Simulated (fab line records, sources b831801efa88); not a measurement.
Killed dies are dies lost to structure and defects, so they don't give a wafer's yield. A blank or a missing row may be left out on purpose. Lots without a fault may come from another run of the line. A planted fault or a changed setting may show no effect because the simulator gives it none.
Tool commonality check | flow sky130 | 9 lots, 27 wafers sampled

WHY IT WAS OPENED
At SKY_SONOS_TUNNEL_TW_MEAS_12 the reading SONOS_TUNNEL_TW is flagged on 4 of 9 lots. Wafers without a fault read 197.3, standard deviation 1.3.
Rule: a lot is flagged when every wafer of it that has a number lies more than 4 standard deviations from that mean, or none has a number. The other lots count as sound.

lot  | measured     | on            | SONOS_TUNNEL_TW, wafer by wafer | flag
L601 | day 11 02:51 | film_metro-04 | 196.4 197.3 198.0               |
L602 | day 11 18:33 | film_metro-04 | 195.5 197.4 196.7               |
L603 | day 11 20:57 | film_metro-02 | 199.4 198.8 200.2               |
L604 | day 12 07:42 | film_metro-02 | 198.5 199.0 198.7               |
L605 | day 12 12:46 | film_metro-03 | 197.6 199.1 199.2               |
L607 | day 13 09:38 | film_metro-03 | 294.6 295.3 295.4               | FLAGGED
L606 | day 13 10:49 | film_metro-02 | 298.2 297.1 296.9               | FLAGGED
L608 | day 13 19:25 | film_metro-03 | 296.3 295.1 295.0               | FLAGGED
L609 | day 14 01:50 | film_metro-03 | 295.7 295.7 295.5               | FLAGGED
The numbers of the flagged lots are 295.9 on average: +98.6 against the usual, or +76 standard deviations.

WHICH TOOL RAN EACH LOT
The record holds 1 process step before the reading, out of a route of 708 steps. In each cell: the tool, then ch and the chambers that the sampled wafers went through, then the start.
lot  | flag    | SKY_SONOS_TUNNEL_IMPLANT_09
L601 |         | implanter-02 ch 0, day 11 02:26
L602 |         | implanter-01 ch 0, day 11 18:10
L603 |         | implanter-02 ch 0, day 11 20:32
L604 |         | implanter-04 ch 0, day 12 07:16
L605 |         | implanter-04 ch 0, day 12 12:22
L607 | FLAGGED | implanter-02 ch 0, day 13 09:13
L606 | FLAGGED | implanter-02 ch 0, day 13 10:23
L608 | FLAGGED | implanter-02 ch 0, day 13 18:59
L609 | FLAGGED | implanter-02 ch 0, day 14 01:16
What these steps do:
- SKY_SONOS_TUNNEL_IMPLANT_09
- SKY_SONOS_TUNNEL_TW_MEAS_12

FLAGGED OVER TOTAL, TOOL BY TOOL (the gauges that took the reading come last)
step                        | tool          | lots run | flagged | share of the flagged lots | sound lots run after its first flagged lot
SKY_SONOS_TUNNEL_IMPLANT_09 | implanter-01  | 1        | 0       | none                      | -
SKY_SONOS_TUNNEL_IMPLANT_09 | implanter-02  | 6        | 4       | all                       | 0
SKY_SONOS_TUNNEL_IMPLANT_09 | implanter-04  | 2        | 0       | none                      | -
SKY_SONOS_TUNNEL_TW_MEAS_12 | film_metro-02 | 3        | 1       | some                      | 0
SKY_SONOS_TUNNEL_TW_MEAS_12 | film_metro-03 | 4        | 3       | some                      | 0
SKY_SONOS_TUNNEL_TW_MEAS_12 | film_metro-04 | 2        | 0       | none                      | -

WHAT THE TABLE ALLOWS
1 row of the table ran every flagged lot: implanter-02 at SKY_SONOS_TUNNEL_IMPLANT_09.
- implanter-02 at SKY_SONOS_TUNNEL_IMPLANT_09: 4 of its 6 lots flagged. Its last sound lot is L603 (day 11 20:32), its first flagged lot L607 (day 13 09:13): a fault that began between those two fits.
One tool is left: implanter-02 at SKY_SONOS_TUNNEL_IMPLANT_09.

WHAT THE SIMULATOR HAD PUT IN
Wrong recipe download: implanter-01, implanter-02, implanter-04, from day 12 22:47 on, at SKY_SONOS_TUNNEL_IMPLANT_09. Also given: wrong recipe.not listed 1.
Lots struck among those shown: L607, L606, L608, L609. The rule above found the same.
